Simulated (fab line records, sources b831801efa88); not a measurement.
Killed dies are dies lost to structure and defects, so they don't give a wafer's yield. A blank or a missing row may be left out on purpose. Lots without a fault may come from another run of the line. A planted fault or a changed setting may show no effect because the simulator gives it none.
One fault seen from 2 desks | flow sky130 | each desk has only its own numbers; what lay behind them comes last

THE METROLOGY DESK
What the gauges read, lot by lot, whatever tool the lot ran on: means of the sampled wafers that have a number. A lot is out of limits, marked OUT, if its mean lies more than 4 standard deviations from the usual mean; the brackets give that distance.
Columns: A = cd_nm at SKY_POLY_GATE_CD_MEAS_22, usual 151 nm; B = LDD_HVP_OVL at SKY_LDD_HVP_OVL_MEAS_07, usual 1.0 nm
lot  | first seen here | A   | B
L305 | day 16 17:38    | 149 | 1.9
L307 | day 17 11:56    | 151 | 0.8
L308 | day 17 21:29    | 148 | -0.2
L309 | day 18 14:17    | 150 | 1.3
L311 | day 20 04:30    | 150 | 2.4
L313 | day 20 08:18    | 150 | 1.0
L314 | day 20 09:58    | 151 | 1.6
L315 | day 20 18:32    | 153 | 1.4
L316 | day 21 02:41    | 147 | 1.7
L320 | day 22 03:13    | 151 | 1.6
L321 | day 22 16:02    | 155 | 1.9
L324 | day 23 19:23    | 151 | 0.4
L326 | day 24 03:52    | 152 | 1.6
L327 | day 24 17:19    | 151 | 0.7
This desk's finding: nothing out of limits on any of the 14 lots.

THE TOOL OWNER'S DESK: litho_track-04
The tool's own readings at SKY_LDD_HVP_DEVELOP_06 (develop time 60 s): means of the sampled wafers that have a number, for each lot that ran on this tool. A lot is out of limits, marked OUT, if its mean lies more than 4 standard deviations from the usual mean; the brackets give that distance.
Columns: A = developer_temp_C at SKY_LDD_HVP_DEVELOP_06, usual 23.00 C
lot  | first seen here | A
L308 | day 23 00:08    | 22.99
L315 | day 25 20:08    | 22.99
L316 | day 26 03:29    | 22.98
L320 | day 27 01:34    | 23.89 (+8.1) OUT
L321 | day 27 14:11    | 23.91 (+8.3) OUT
This desk's finding: out of limits on L320, L321; first on L320, day 27 01:34 (developer_temp_C at SKY_LDD_HVP_DEVELOP_06). In limits: L308, L315, L316.

PUT TOGETHER
The tool owner's desk could have raised an alarm at day 27 01:34, on L320, L321.
The metrology desk saw nothing out of limits.
The metrology desk has L320, L321 on record, within its limits.
Of the lots named, all ran SKY_LDD_HVP_DEVELOP_06 on litho_track-04.

WHAT THE SIMULATOR HAD PUT IN
Process parameter drift: litho_track-04, from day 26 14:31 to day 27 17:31, at SKY_LDD_HVP_DEVELOP_06. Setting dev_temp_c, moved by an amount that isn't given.
Lots struck among those shown: L320, L321.
Hours from the fault's start to each desk's first reading out of limits: the tool owner's desk, 11.
